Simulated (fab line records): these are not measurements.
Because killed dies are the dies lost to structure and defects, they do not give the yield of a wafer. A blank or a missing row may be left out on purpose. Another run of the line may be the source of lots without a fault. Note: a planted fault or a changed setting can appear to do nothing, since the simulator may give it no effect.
fab line records    flow gf180mcu
record: lots: 14  wafers: 42  lastDay: 34
route steps=602 shown POLY_GATE@174 HV_LDD@196 NSD@241
lots untouched by any fault: they come from a run of this same line in which no faults occurred
startH: hours from the record's opening day to when the first of the lot's shown wafers began    waitH: how many hours have passed since the lot's step before this one    " as in the row above    L1.1+2: several wafers, shown together as one row    - value missing, or start not given    * or withheld: withheld    < > ~ a bound
route shown NAME@n: a module of which the file shows steps, and the number in the route of the first    usual: mean/standard deviation of fault-free wafers    same: alike in all rows    chamber/n: place in a boat    sites: per-site readings    _std_site: the standard deviation of these    _edge_site: the outer-site mean with the inner-site mean subtracted    radiusMm: for every site, how far away it sits from the centre of the wafer    mask NAME#n: copy n    behind: tool/chamber where the wafer was last shaped    hold: why the lot was held/for how many hours/how that ended    device: whichever transistor did not switch (one of n, p or np)    end of line: tests of these same wafers at the route's end    where a step has no rows: the recipe by itself    killed: not the wafer's yield, but the dies lost to structure and defects at the first sort    map: a wafer's dies, marking killed ones x, the rest . and places with no die _
set.NAME: setting as actually run; set.NAME@STEP: the setting as run at that earlier step    model.NAME: the simulator's own value behind a step, which no gauge read
route steps across a sampled set of lots; one table per step, one row per wafer
services: the hour from which a tool's chamber was out of use, counted from the record's first day as startH (under 0 if before that day), plus the number of hours and why
== steps ==
step: GF_POLY_GATE_THK_MEAS_17
recipe: reads: SiO2_of_POLY_GATE_OXIDATION_16
usual: POLY_GATE_OXIDATION_THK: 3.98/0.094
lot.wafer  tool          chamber  startH  waitH  POLY_GATE_OXIDATION_THK[nm]
L115.2     filmMetro-03  -        195.77  0.0    4.07
L115.3     "             -        "       "      3.95
L115.5     "             -        "       "      3.91
L116.1     filmMetro-01  -        203.15  0.0    3.87
L116.2     "             -        "       "      3.95
L116.3     "             -        "       "      4.07
L117.1     filmMetro-03  -        212.76  0.0    3.93
L117.3     "             -        "       "      3.96
L117.4     "             -        "       "      4.00
L118.3     filmMetro-03  -        218.70  0.0    3.98
L118.5     "             -        "       "      4.06
L118.6     "             -        "       "      3.96
L120.2     filmMetro-01  -        230.45  0.0    4.06
L120.3     "             -        "       "      4.09
L120.5     "             -        "       "      4.01
L121.4     filmMetro-01  -        234.66  0.0    3.99
L121.5     "             -        "       "      4.04
L121.6     "             -        "       "      4.01
L122.1     filmMetro-01  -        242.13  0.0    3.91
L122.2     "             -        "       "      3.88
L122.4     "             -        "       "      3.95
L125.4     filmMetro-04  -        262.44  0.0    4.10
L125.5     "             -        "       "      4.12
L125.6     "             -        "       "      4.19
L127.1     filmMetro-01  -        285.91  0.0    3.93
L127.2     "             -        "       "      3.88
L127.3     "             -        "       "      3.80
L130.2     filmMetro-01  -        317.16  0.0    3.99
L130.3     "             -        "       "      3.96
L130.6     "             -        "       "      3.89
L132.1     filmMetro-01  -        344.81  0.0    3.91
L132.2     "             -        "       "      3.86
L132.3     "             -        "       "      3.83
L133.2     filmMetro-04  -        344.82  0.0    3.79
L133.3     "             -        "       "      3.86
L133.6     "             -        "       "      3.97
L135.2     filmMetro-01  -        365.06  0.0    3.98
L135.3     "             -        "       "      3.97
L135.4     "             -        "       "      3.96
L137.1     filmMetro-01  -        373.03  0.0    3.99
L137.3     "             -        "       "      3.88
L137.6     "             -        "       "      3.84
step: GF_HV_LDD_OVL_MEAS_20
usual: HV_LDD_01_OVL: 0.9/1.5
lot.wafer  tool        chamber  startH  waitH  HV_LDD_01_OVL[nm]
L115.2     overlay-02  -        232.21  0.1    2.5
L115.3     "           -        "       "      3.6
L115.5     "           -        "       "      2.7
L116.1     overlay-01  -        238.79  0.1    -1.4
L116.2     "           -        "       "      0.3
L116.3     "           -        "       "      -0.1
L117.1     overlay-01  -        248.50  0.1    1.6
L117.3     "           -        "       "      1.5
L117.4     "           -        "       "      2.1
L118.3     overlay-01  -        256.01  0.1    2.0
L118.5     "           -        "       "      1.2
L118.6     "           -        "       "      2.0
L120.2     overlay-01  -        267.88  0.1    0.9
L120.3     "           -        "       "      1.4
L120.5     "           -        "       "      2.1
L121.4     overlay-02  -        272.52  0.1    -2.7
L121.5     "           -        "       "      0.3
L121.6     "           -        "       "      -0.7
L122.1     overlay-01  -        279.94  0.1    0.6
L122.2     "           -        "       "      -1.5
L122.4     "           -        "       "      -0.9
L125.4     overlay-02  -        301.77  0.1    1.4
L125.5     "           -        "       "      1.9
L125.6     "           -        "       "      2.9
L127.1     overlay-01  -        326.41  0.1    -0.9
L127.2     "           -        "       "      0.2
L127.3     "           -        "       "      0.3
L130.2     overlay-01  -        357.60  0.1    -0.9
L130.3     "           -        "       "      1.7
L130.6     "           -        "       "      2.1
L132.1     overlay-01  -        387.99  0.1    0.6
L132.2     "           -        "       "      2.4
L132.3     "           -        "       "      1.7
L133.2     overlay-02  -        388.06  0.1    1.8
L133.3     "           -        "       "      1.5
L133.6     "           -        "       "      3.2
L135.2     overlay-01  -        410.70  0.1    0.3
L135.3     "           -        "       "      3.6
L135.4     "           -        "       "      2.6
L137.1     overlay-01  -        419.80  0.1    -3.0
L137.3     "           -        "       "      0.7
L137.6     "           -        "       "      0.5
step: GF_HV_LDD_TW_MEAS_50
usual: HV_LDD_4_TW: 568/6.6
lot.wafer  tool          chamber  startH  waitH  HV_LDD_4_TW
L115.2     filmMetro-02  -        270.60  0.1    572
L115.3     "             -        "       "      570
L115.5     "             -        "       "      568
L116.1     filmMetro-04  -        277.34  0.1    560
L116.2     "             -        "       "      559
L116.3     "             -        "       "      560
L117.1     filmMetro-02  -        288.19  0.1    572
L117.3     "             -        "       "      575
L117.4     "             -        "       "      572
L118.3     filmMetro-03  -        296.36  0.1    578
L118.5     "             -        "       "      575
L118.6     "             -        "       "      575
L120.2     filmMetro-04  -        307.85  0.1    559
L120.3     "             -        "       "      563
L120.5     "             -        "       "      563
L121.4     filmMetro-02  -        313.20  0.1    566
L121.5     "             -        "       "      572
L121.6     "             -        "       "      572
L122.1     filmMetro-03  -        320.34  0.1    577
L122.2     "             -        "       "      571
L122.4     "             -        "       "      575
L125.4     filmMetro-04  -        344.65  0.1    561
L125.5     "             -        "       "      561
L125.6     "             -        "       "      560
L127.1     filmMetro-04  -        369.93  0.1    559
L127.2     "             -        "       "      556
L127.3     "             -        "       "      556
L130.2     filmMetro-02  -        404.48  0.1    570
L130.3     "             -        "       "      569
L130.6     "             -        "       "      572
L132.1     filmMetro-04  -        434.82  0.1    562
L132.2     "             -        "       "      564
L132.3     "             -        "       "      562
L133.2     filmMetro-03  -        434.84  0.1    569
L133.3     "             -        "       "      573
L133.6     "             -        "       "      569
L135.2     filmMetro-03  -        459.01  0.1    570
L135.3     "             -        "       "      572
L135.4     "             -        "       "      571
L137.1     filmMetro-04  -        468.39  0.1    556
L137.3     "             -        "       "      559
L137.6     "             -        "       "      560
step: GF_NSD_DEVELOP_06
recipe: developTimeS: 60  devTempC: 23
lot.wafer   tool           chamber  startH  waitH
L115.2+3+5  lithoTrack-04  0        294.09  0.1
L116.1+2+3  lithoTrack-02  0        301.03  0.1
L117.1+3+4  lithoTrack-04  0        311.32  0.1
L118.3+5+6  lithoTrack-04  0        318.62  0.1
L120.2+3+5  lithoTrack-01  0        331.46  0.1
L121.4+5+6  lithoTrack-04  0        336.39  0.1
L122.1+2+4  lithoTrack-04  0        344.52  0.1
L125.4+5+6  lithoTrack-01  0        368.61  0.1
L127.1+2+3  lithoTrack-02  0        395.13  0.1
L130.2+3+6  lithoTrack-02  0        430.30  0.1
L132.1+2+3  lithoTrack-02  0        461.58  0.1
L133.2+3+6  lithoTrack-04  0        461.84  0.1
L135.2+3+4  lithoTrack-01  0        485.76  0.1
L137.1+3+6  lithoTrack-04  0        494.81  0.1
step: GF_NSD_CD_MEAS_07
recipe: targetCdNm: 400
usual: cdNm: 400.2/1.8
lot.wafer  tool      chamber  startH  waitH  cdNm
L115.2     cdSem-01  -        294.24  0.1    399.6
L115.3     "         -        "       "      400.7
L115.5     "         -        "       "      402.7
L116.1     cdSem-01  -        301.18  0.1    399.7
L116.2     "         -        "       "      402.4
L116.3     "         -        "       "      398.8
L117.1     cdSem-02  -        311.47  0.1    399.2
L117.3     "         -        "       "      401.2
L117.4     "         -        "       "      402.3
L118.3     cdSem-02  -        318.76  0.1    399.8
L118.5     "         -        "       "      402.2
L118.6     "         -        "       "      401.7
L120.2     cdSem-02  -        331.61  0.1    399.6
L120.3     "         -        "       "      399.4
L120.5     "         -        "       "      400.4
L121.4     cdSem-02  -        336.53  0.1    398.8
L121.5     "         -        "       "      398.5
L121.6     "         -        "       "      397.2
L122.1     cdSem-02  -        344.67  0.1    400.8
L122.2     "         -        "       "      400.5
L122.4     "         -        "       "      397.9
L125.4     cdSem-02  -        368.74  0.1    404.0
L125.5     "         -        "       "      400.5
L125.6     "         -        "       "      399.3
L127.1     cdSem-02  -        395.28  0.1    401.5
L127.2     "         -        "       "      402.3
L127.3     "         -        "       "      405.4
L130.2     cdSem-01  -        430.45  0.1    412.3
L130.3     "         -        "       "      410.5
L130.6     "         -        "       "      412.5
L132.1     cdSem-01  -        461.73  0.1    413.2
L132.2     "         -        "       "      414.4
L132.3     "         -        "       "      411.0
L133.2     cdSem-02  -        461.98  0.1    399.1
L133.3     "         -        "       "      398.7
L133.6     "         -        "       "      400.3
L135.2     cdSem-02  -        485.90  0.1    398.4
L135.3     "         -        "       "      399.9
L135.4     "         -        "       "      398.7
L137.1     cdSem-02  -        494.96  0.1    399.9
L137.3     "         -        "       "      401.8
L137.6     "         -        "       "      401.4
== services ==
tool           chamber  startH  hours  kind
lithoTrack-04  -        467.41  -      consumableReplace:filter
== key ==
firstSign: step: GF_NSD_CD_MEAS_07  reading: cdNm  direction: up  sigmas: 6.9  usual: 400.2  struck: 412.3
effect none on later readings
metAt GF_NSD_DEVELOP_06
struckLots L130,L132
testerLeftOut L130,L132
notActingAt GF_POLY_GATE_THK_MEAS_17,GF_HV_LDD_OVL_MEAS_20,GF_HV_LDD_TW_MEAS_50
onsetBetween 395.13 430.30
fault: kind: processParameterDrift  tool: lithoTrack-02  chamber: -  onsetH: 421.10  steps: GF_NSD_DEVELOP_06  channel: developTimeS  offset: *  shape: step  endH: 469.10  actsIn: *  stated: *
testerLeftOut: of these lots the tester's yield and bins aren't shown, on N5 and GAA mostly nor the transistor test; their killed dies are dies lost to structure and defects alone, not to doping, threshold or leakage, so they don't give the yield
